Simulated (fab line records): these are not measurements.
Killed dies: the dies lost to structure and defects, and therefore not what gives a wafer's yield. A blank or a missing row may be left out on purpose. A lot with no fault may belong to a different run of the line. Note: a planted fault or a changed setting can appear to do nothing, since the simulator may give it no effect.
Problem report, 8D (eight disciplines) form, completed by code || flow sky130 || the parts of the form that need people (team, actions taken, sign-off) are left out

== 1. WHAT WENT WRONG ==
Mean of runLengthS at SKY_RES_XHIGH_SOFTBAKE_03: 91.55 s across 2 wafers in 2 lots; on wafers with no fault it is 89.24 s (standard deviation 0.15). That puts it +15 standard deviations away from the usual mean.
The step: time 60 s.
Seen first at day 32 09:53 on lithoTrack-04, wafer L723.2. The record has a number at this step for 38 wafers belonging to 13 lots. Rule for "out", or "out of limits": more than 4 standard deviations from the usual mean. The other wafers with a number count as sound.

== 2. WHAT IT IS AND WHAT IT IS NOT ==
{"question": "which readings at this step", "is": "runLengthS", "is not": "exhaustPa, heaterPowerTotalW"}
{"question": "which lots", "is": "L723, L724", "is not": "L706, L707, L708, L709, L710, L711, L712, L714, L715, L716, L717"}
{"question": "which wafers of those lots", "is": "L723.2, L724.4", "is not": "L723.5, L723.6, L724.6"}
{"question": "read on which tools", "is": "lithoTrack-04", "is not": "lithoTrack-01, lithoTrack-02"}
{"question": "when", "is": "from day 32 09:53", "is not": "up to then (35 sound wafers); but 1 sound wafer of L724 came after"}

== 3. WHAT RULES OUT EACH SUSPECT ==
Counting: if a tool at a process step up to the reading ran every lot that is out, it stays a suspect. Sound lots after the first of them don't rule it out here, since some wafers of a struck lot are sound.
- plasmaAsher-01 at SKY_LDD_LDN_STRIP_12 (strips in O2/N2): kept. It ran every lot that is out, first L723 (day 29 10:50); its last sound lot up to then is L714 (day 27 00:35).
- lithoTrack-04 at SKY_RES_XHIGH_SOFTBAKE_03 (time 60 s): kept. It ran every lot that is out, first L723 (day 32 09:53); its last sound lot up to then is L712 (day 29 03:46). Its own readings are out on those wafers: runLengthS.
What counting leaves: plasmaAsher-01 at SKY_LDD_LDN_STRIP_12 and lithoTrack-04 at SKY_RES_XHIGH_SOFTBAKE_03.

== 4. THE CAUSE (what the simulator had put in) ==
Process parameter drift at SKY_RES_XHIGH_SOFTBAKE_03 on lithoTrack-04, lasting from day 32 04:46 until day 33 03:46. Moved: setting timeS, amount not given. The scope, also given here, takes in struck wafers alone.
This tool is one of the 2 suspects left after counting.

== 5. THE CHAIN OF EFFECTS, in route order ==
Each row: a reading whose mean over the struck wafers that have a number lies more than 3 standard deviations from the usual. Only readings for which the record gives a usual standard deviation are gone through. hours: the time from each lot's start at the first step in this table that gives one to its start at this step, as a median over the lots. sigmas: the change in usual standard deviations.
{"hours": 0, "step": "SKY_RES_XHIGH_SOFTBAKE_03", "reading": "runLengthS", "usual": "89.24 s", "on struck wafers": 91.55, "change": "+2.31", "sigmas": "+15"}
Here are the process steps it includes:
- SKY_RES_XHIGH_SOFTBAKE_03: time 60 s.

== 6. WHAT WOULD HAVE CAUGHT IT SOONER ==
In this record the first reading out of limits was taken at day 32 09:53, 5 hours after the fault began at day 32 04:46.
